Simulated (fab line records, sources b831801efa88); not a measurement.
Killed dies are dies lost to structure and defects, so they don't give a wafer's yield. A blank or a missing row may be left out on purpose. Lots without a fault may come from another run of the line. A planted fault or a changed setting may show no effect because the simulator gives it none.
Chamber matching | flow sky130 | SKY_CAPM_CVD_00 on pecvd-03: 3 sister chambers
The step deposits SiO2, target thk 15.5 nm. 3 wafers are shown with their chamber, then 11 later ones without.

WAFERS WITH THEIR CHAMBER
wafer  | chamber | heater_power_w (W)
L086.1 | 1       | 792
L086.3 | 2       | 634
L086.4 | 0       | 447

WAFERS WITHOUT THEIR CHAMBER
wafer  | heater_power_w (W)
L086.5 | 644
L086.6 | 782
L092.1 | 666
L092.4 | 465
L092.6 | 618
L093.2 | 801
L093.4 | 482
L093.6 | 705
L096.1 | 636
L096.2 | 523
L096.6 | 537

WHICH CHAMBER EACH WENT THROUGH
wafer  | from the rows above     | in truth
L086.5 | 2                       | 2
L086.6 | 1                       | 1
L092.1 | 2                       | 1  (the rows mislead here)
L092.4 | 0                       | 0
L092.6 | 2                       | 2
L093.2 | 1                       | 1
L093.4 | 0                       | 0
L093.6 | can't be placed: 2 or 1 | 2
L096.1 | 2                       | 2
L096.2 | can't be placed: 0 or 2 | 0
L096.6 | can't be placed: 0 or 2 | 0
Placed correctly: 7 of 11. Can't be placed from these rows: 3 (the true chamber is among the candidates in 3). Placed wrongly: 1.
How it was worked out, from the rows above alone: a wafer's distance from a chamber is the root of the sum, over the readings, of the square of ((its reading less the chamber's mean) divided by the reading's scatter). The wafer belongs to the nearest chamber; if the next one is less than 2 further off, it can't be placed. A chamber's mean is the mean of its shown wafers. The scatter: with one shown wafer a chamber, the root of the mean of the squares of how far each hidden wafer lies from its nearest shown one.
